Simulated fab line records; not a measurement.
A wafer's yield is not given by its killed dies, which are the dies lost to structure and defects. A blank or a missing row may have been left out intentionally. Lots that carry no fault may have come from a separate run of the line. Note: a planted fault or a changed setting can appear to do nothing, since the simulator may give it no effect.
Matching of chambers || flow sky130 || SKY_POLY_GATE_ETCH_16 on rie-diel-01 has 4 sister chambers
The step etches Si3N4 in CH3F/O2, stops on poly-Si, time 147.5 s, target depth 75 nm. 18 wafers are shown with their chamber, then 9 later ones without.

EACH WAFER AND ITS CHAMBER
{"wafer": "L077.2", "chamber": 0, "drypump-motor-current-A (A)": 4.9, "oes-product-au (a.u.)": 0.636, "throttle-valve-pct (%)": 10.522}
{"wafer": "L077.3", "chamber": 3, "drypump-motor-current-A (A)": 5.6, "oes-product-au (a.u.)": 0.643, "throttle-valve-pct (%)": 10.533}
{"wafer": "L077.4", "chamber": 1, "drypump-motor-current-A (A)": 6.0, "oes-product-au (a.u.)": 0.645, "throttle-valve-pct (%)": 10.555}
{"wafer": "L078.1", "chamber": 2, "drypump-motor-current-A (A)": 6.3, "oes-product-au (a.u.)": 0.642, "throttle-valve-pct (%)": 10.543}
{"wafer": "L078.2", "chamber": 3, "drypump-motor-current-A (A)": 5.7, "oes-product-au (a.u.)": 0.638, "throttle-valve-pct (%)": 10.535}
{"wafer": "L078.6", "chamber": 0, "drypump-motor-current-A (A)": 4.9, "oes-product-au (a.u.)": 0.640, "throttle-valve-pct (%)": 10.530}
{"wafer": "L080.1", "chamber": 3, "drypump-motor-current-A (A)": 5.7, "oes-product-au (a.u.)": 0.640, "throttle-valve-pct (%)": 10.516}
{"wafer": "L080.3", "chamber": 2, "drypump-motor-current-A (A)": 6.3, "oes-product-au (a.u.)": 0.631, "throttle-valve-pct (%)": 10.531}
{"wafer": "L080.4", "chamber": 0, "drypump-motor-current-A (A)": 4.9, "oes-product-au (a.u.)": 0.644, "throttle-valve-pct (%)": 10.541}
{"wafer": "L084.1", "chamber": 2, "drypump-motor-current-A (A)": 6.2, "oes-product-au (a.u.)": 0.635, "throttle-valve-pct (%)": 10.545}
{"wafer": "L084.3", "chamber": 3, "drypump-motor-current-A (A)": 5.7, "oes-product-au (a.u.)": 0.635, "throttle-valve-pct (%)": 10.542}
{"wafer": "L084.6", "chamber": 0, "drypump-motor-current-A (A)": 4.9, "oes-product-au (a.u.)": 0.641, "throttle-valve-pct (%)": 10.547}
{"wafer": "L087.1", "chamber": 1, "drypump-motor-current-A (A)": 6.0, "oes-product-au (a.u.)": 0.629, "throttle-valve-pct (%)": 10.518}
{"wafer": "L087.4", "chamber": 0, "drypump-motor-current-A (A)": 4.9, "oes-product-au (a.u.)": 0.641, "throttle-valve-pct (%)": 10.533}
{"wafer": "L087.6", "chamber": 0, "drypump-motor-current-A (A)": 4.9, "oes-product-au (a.u.)": 0.629, "throttle-valve-pct (%)": 10.537}
{"wafer": "L088.4", "chamber": 0, "drypump-motor-current-A (A)": 4.9, "oes-product-au (a.u.)": 0.644, "throttle-valve-pct (%)": 10.543}
{"wafer": "L088.5", "chamber": 0, "drypump-motor-current-A (A)": 4.9, "oes-product-au (a.u.)": 0.642, "throttle-valve-pct (%)": 10.525}
{"wafer": "L088.6", "chamber": 3, "drypump-motor-current-A (A)": 5.7, "oes-product-au (a.u.)": 0.633, "throttle-valve-pct (%)": 10.541}

SIGNATURES, as means of the wafers listed above
{"reading": "drypump-motor-current-A", "chamber 0": 4.900, "chamber 1": 6.000, "chamber 2": 6.267, "chamber 3": 5.680, "scatter within a chamber": 0.0324}
{"reading": "oes-product-au", "chamber 0": 0.63962, "chamber 1": 0.63700, "chamber 2": 0.63600, "chamber 3": 0.63780, "scatter within a chamber": 0.00552}
{"reading": "throttle-valve-pct", "chamber 0": 10.53475, "chamber 1": 10.53650, "chamber 2": 10.53967, "chamber 3": 10.53340, "scatter within a chamber": 0.0113}
Rule: a wafer lies at a distance from a chamber equal to the root of the sum of squares, over the readings, of (its reading less the chamber's mean, divided by the reading's scatter). The wafer belongs to the nearest chamber; if the next one is less than 2 further off, it can't be placed. How the scatter is found: for the shown wafers, subtract from each reading the mean of its chamber, square and add these, divide the total by (wafers less chambers), then take the root.

WAFERS WHOSE CHAMBER IS MISSING
{"wafer": "L090.1", "drypump-motor-current-A (A)": 6.0, "oes-product-au (a.u.)": 0.632, "throttle-valve-pct (%)": 10.522}
{"wafer": "L090.2", "drypump-motor-current-A (A)": 5.7, "oes-product-au (a.u.)": 0.634, "throttle-valve-pct (%)": 10.547}
{"wafer": "L090.5", "drypump-motor-current-A (A)": 6.2, "oes-product-au (a.u.)": 0.636, "throttle-valve-pct (%)": 10.526}
{"wafer": "L092.2", "drypump-motor-current-A (A)": 6.3, "oes-product-au (a.u.)": 0.637, "throttle-valve-pct (%)": 10.529}
{"wafer": "L092.4", "drypump-motor-current-A (A)": 4.9, "oes-product-au (a.u.)": 0.643, "throttle-valve-pct (%)": 10.535}
{"wafer": "L092.6", "drypump-motor-current-A (A)": 6.2, "oes-product-au (a.u.)": 0.634, "throttle-valve-pct (%)": 10.533}
{"wafer": "L097.1", "drypump-motor-current-A (A)": 4.9, "oes-product-au (a.u.)": 0.630, "throttle-valve-pct (%)": 10.538}
{"wafer": "L097.5", "drypump-motor-current-A (A)": 6.3, "oes-product-au (a.u.)": 0.641, "throttle-valve-pct (%)": 10.537}
{"wafer": "L097.6", "drypump-motor-current-A (A)": 6.0, "oes-product-au (a.u.)": 0.634, "throttle-valve-pct (%)": 10.504}

EACH ONE'S CHAMBER
{"wafer": "L090.1", "from the rows above": 1, "in truth": 1}
{"wafer": "L090.2", "from the rows above": 3, "in truth": 3}
{"wafer": "L090.5", "from the rows above": 2, "in truth": 2}
{"wafer": "L092.2", "from the rows above": 2, "in truth": 2}
{"wafer": "L092.4", "from the rows above": 0, "in truth": 0}
{"wafer": "L092.6", "from the rows above": 2, "in truth": 2}
{"wafer": "L097.1", "from the rows above": 0, "in truth": 0}
{"wafer": "L097.5", "from the rows above": 2, "in truth": 2}
{"wafer": "L097.6", "from the rows above": 1, "in truth": 1}
Correct placement for 9 of the 9. From these rows, 0 cannot be placed. Wrongly placed: 0.
